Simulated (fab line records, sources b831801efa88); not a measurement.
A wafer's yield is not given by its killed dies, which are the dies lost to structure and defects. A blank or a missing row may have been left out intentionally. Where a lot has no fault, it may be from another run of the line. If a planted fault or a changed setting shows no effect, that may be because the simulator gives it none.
Which tool was responsible? ; flow gf180mcu ; 14 lots with 42 wafers sampled at 3 steps, on a route of 602 steps

WHAT EACH GAUGE READ, for each wafer
GF_M5_CD_MEAS_07 targets a cd of 280 nm.
lot;measured;on;cd nm (nm)
L907;day 26 11:16;cd sem-01;279.6 278.6 279.0
L908;day 26 17:14;cd sem-02;280.8 281.3 282.4
L910;day 27 11:47;cd sem-02;281.1 280.1 280.8
L912;day 28 06:32;cd sem-01;280.4 280.1 279.0
L917;day 30 04:50;cd sem-01;278.7 279.1 279.7
L918;day 30 05:21;cd sem-01;- - -
L919;day 30 12:56;cd sem-01;- - -
L921;day 31 03:57;cd sem-02;281.6 280.9 280.7
L922;day 31 08:32;cd sem-01;279.2 276.7 279.1
L923;day 31 08:53;cd sem-01;281.5 280.0 281.0
L924;day 31 17:42;cd sem-02;278.4 279.3 280.0
L926;day 32 06:53;cd sem-01;277.6 277.8 277.5
L927;day 32 08:10;cd sem-02;281.2 280.6 280.9
L928;day 32 13:38;cd sem-01;280.7 280.4 280.5

GF_M5_OVL_MEAS_08.
lot;measured;on;M5_OVL (nm)
L907;day 26 11:22;overlay-01;10 9 13
L908;day 26 17:20;overlay-02;-2 2 3
L910;day 27 11:54;overlay-01;9 7 8
L912;day 28 06:39;overlay-01;5 3 4
L917;day 30 04:57;overlay-01;1 4 -6
L918;day 30 05:26;overlay-01;- - -
L919;day 30 13:03;overlay-01;- - -
L921;day 31 04:04;overlay-02;-8 -4 -6
L922;day 31 08:38;overlay-01;7 6 11
L923;day 31 08:59;overlay-01;-7 -8 -5
L924;day 31 17:48;overlay-02;2 4 -3
L926;day 32 07:00;overlay-02;7 5 6
L927;day 32 08:17;overlay-01;-1 2 5
L928;day 32 13:44;overlay-02;6 7 5

WHICH TOOL RAN EACH LOT (tool, then ch and the chambers of the sampled wafers, then the start)
lot;GF_M5_PEB_05
L907;litho track-04 ch 0, day 26 10:57
L908;litho track-02 ch 0, day 26 16:53
L910;litho track-03 ch 0, day 27 11:26
L912;litho track-04 ch 0, day 28 06:11
L917;litho track-04 ch 0, day 30 04:29
L918;litho track-02, day 30 05:02
L919;litho track-04, day 30 12:35
L921;litho track-04 ch 0, day 31 03:37
L922;litho track-02 ch 0, day 31 08:11
L923;litho track-02 ch 0, day 31 08:32
L924;litho track-03 ch 0, day 31 17:22
L926;litho track-03 ch 0, day 32 06:32
L927;litho track-02 ch 0, day 32 07:49
L928;litho track-02 ch 0, day 32 13:17
- GF_M5_PEB_05: peb time 90 s.

WHAT THE TOOLS THEMSELVES READ (means of the sampled wafers that have a number; where no wafer has one, the mark that the record gives instead)
GF_M5_PEB_05.
lot;tool;chill plate temp C (C);exhaust pa (Pa)
L907;litho track-04;23.21;44.6
L908;litho track-02;23.18;44.1
L910;litho track-03;22.98;44.9
L912;litho track-04;23.04;44.2
L917;litho track-04;22.97;45.3
L918;litho track-02;-;-
L919;litho track-04;-;-
L921;litho track-04;23.02;45.5
L922;litho track-02;22.99;45.3
L923;litho track-02;22.94;45.1
L924;litho track-03;22.92;45.2
L926;litho track-03;22.97;44.4
L927;litho track-02;22.97;44.5
L928;litho track-02;22.88;44.8

THE ANSWER, worked out from the rows above alone
Rule: the usual values come from the lots themselves. Put in order of their means at a reading, lots are off if they are a third of the lots or fewer, leave a main group of 4 or more, and stand apart from it by a gap of 3 or more times the standard deviation of the main group's means; of several such gaps the widest counts. Not used: any main group whose means are identical at the precision the tables above print for the reading. A lot without any number at a reading at which 4 lots or more have one is off too. The other lots that the step has rows for count as sound. After the gauges, taken in route order, come the tools' own readings; for these a lot's mean is taken, as printed above. The first step at which some lot is off is used, and at that step the reading that is off furthest; a lot without a number counts as furthest.
Off: L918, L919, at GF_M5_CD_MEAS_07 (cd nm). Without a number there: L918, L919. The main group: mean 279.9 nm, standard deviation 1.2.
If a tool, at a process step before that reading, ran all the lots that are off and no sound lot after the first of them, it fits. Not tried: the gauges at GF_M5_CD_MEAS_07; whatever is off there is also off at GF_M5_OVL_MEAS_08, on other tools, and gauge error can't account for it. Not one of the candidates tried fits.

WHAT WAS PUT IN BY THE SIMULATOR
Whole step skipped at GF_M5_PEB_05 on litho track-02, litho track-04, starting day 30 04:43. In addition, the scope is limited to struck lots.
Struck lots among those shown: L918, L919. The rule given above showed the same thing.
